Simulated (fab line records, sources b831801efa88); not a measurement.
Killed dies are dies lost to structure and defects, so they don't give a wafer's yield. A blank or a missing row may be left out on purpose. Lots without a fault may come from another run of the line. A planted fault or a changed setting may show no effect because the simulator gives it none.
A struck lot beside a sound one | flow sky130 | 16 steps out of a route of 708
Sound: wafers L840.1, L840.2, L840.5. Struck: wafers L827.2, L827.4, L827.6. The cause comes at the end.
At each step with rows: each side's tool, then ch and its chambers, then its first start. Under that, the readings that differ: sound wafers | struck wafers | difference of the means | sigmas: that difference in standard deviations of wafers without a fault.
alike: readings whose means differ by less than 2 such deviations, and words and numbers that are the same on both sides. not compared: withheld readings, readings that some wafer has no value for, bounds like >300 that may hide the same value, and numbers for which the record gives no deviation and whose values overlap.
The two part at a step that has a row with sigmas, a row that says differs or no value, or rows on one side only. Numbers that don't overlap but have no deviation are shown without sigmas and don't part them. A reading that every wafer of one side lacks parts them only if that side has two wafers or more.

SKY_METAL1_THK_MEAS_06: measures by xrf.
  sound on film_metro-03, day 38 06:33; struck on film_metro-04, day 33 19:00
  alike: METAL1_ALCU_THK
then, 8 steps without rows for these wafers: SKY_METAL1_DEHYDRATE_07 (time 60 s); SKY_METAL1_HMDS_08 (prime time 60 s); SKY_METAL1_COAT_09 (resist thk 60 nm); SKY_METAL1_COAT_10 (resist thk 450 nm); SKY_METAL1_SOFTBAKE_11 (time 87.15 s); SKY_METAL1_EXPOSE_12 (exposes mask MM1, target cd 140 nm); SKY_METAL1_PEB_13; SKY_METAL1_DEVELOP_14 (develop time 60 s).
SKY_METAL1_CD_MEAS_15: target cd 140 nm.
  sound on cd_sem-02, day 39 08:32; struck on cd_sem-02, day 34 20:20
  reading    | sound             | struck            | difference | sigmas
  cd_nm (nm) | 136.3 137.2 135.8 | 141.2 141.1 140.6 | +4.5       | +3
SKY_METAL1_OVL_MEAS_16:
  sound on overlay-02, day 39 08:39; struck on overlay-02, day 34 20:26
  alike: METAL1_OVL
SKY_METAL1_DESCUM_17: chemistry O2, time 8 s.
  sound on rie_metal-04 ch 0,1, day 39 08:41; struck on rie_metal-02 ch 1, day 34 20:29
  reading               | sound             | struck            | difference | sigmas
  oes_product_au (a.u.) | 0.975 0.996 0.975 | 1.025 1.025 1.019 | +0.041     | +2
  alike: drypump_motor_current_A
  not compared: rf_hours_counter_h
SKY_METAL1_ETCH_18: etches BARC in N2/H2, stops on SiO2, time 45.9 s, target depth 60 nm.
  sound on rie_metal-04 ch 0,1, day 39 08:43; struck on rie_metal-02 ch 1, day 34 20:34
  no value came back on the struck wafers for any of 5 readings (bias_w (W), chamber_pressure_mTorr (mTorr) and others); on the sound wafers bias_w (W) reads 100.27 100.04 99.98
  reading                                       | sound             | struck            | difference | sigmas
  model.KrF-thick_of_METAL1_COAT_10.thk_nm (nm) | 394.7 391.9 393.6 | 436.7 435.9 438.2 | +43.5      |
  not compared: rf_hours_counter_h
SKY_METAL1_METAL_ETCH_19: etches the open film in Cl2/BCl3, stops on SiO2, target depth 360 nm, time 78 s.
  sound on rie_metal-04 ch 0,1, day 39 08:47; struck on rie_metal-02 ch 1, day 34 20:41
  reading                                       | sound             | struck            | difference | sigmas
  oes_product_au (a.u.)                         | 0.843 0.859 0.850 | 0.380 0.374 0.373 | -0.475     | -83
  model.KrF-thick_of_METAL1_COAT_10.thk_nm (nm) | 169 159.1 167.1   | 194.7 192.5 193.9 | +28.6      |
  alike: bcl3_flow_sccm, bias_w, drypump_motor_current_A, throttle_valve_pct
  not compared: rf_hours_counter_h
SKY_METAL1_STRIP_20: strips in O2/N2.
  sound on plasma_asher-01 ch 0,1, day 39 08:52; struck on plasma_asher-04 ch 0,1, day 34 20:50
  reading                      | sound             | struck            | difference | sigmas
  oes_product_au (a.u.)        | 0.343 0.342 0.352 | 0.365 0.354 0.363 | +0.015     | +2
  strip_time_to_endpoint_s (s) | 2.81 2.71 2.78    | 3.08 3.07 3.07    | +0.31      | +3
  alike: drypump_motor_current_A
  not compared: rf_hours_counter_h
then, 1 step without rows for these wafers: SKY_METAL1_STRIP_21 (strips in post etch residue remover, time 1200 s).

WHERE THEY PART
First at SKY_METAL1_CD_MEAS_15; last, within this record, at SKY_METAL1_STRIP_20.

WHY: what the simulator had put in
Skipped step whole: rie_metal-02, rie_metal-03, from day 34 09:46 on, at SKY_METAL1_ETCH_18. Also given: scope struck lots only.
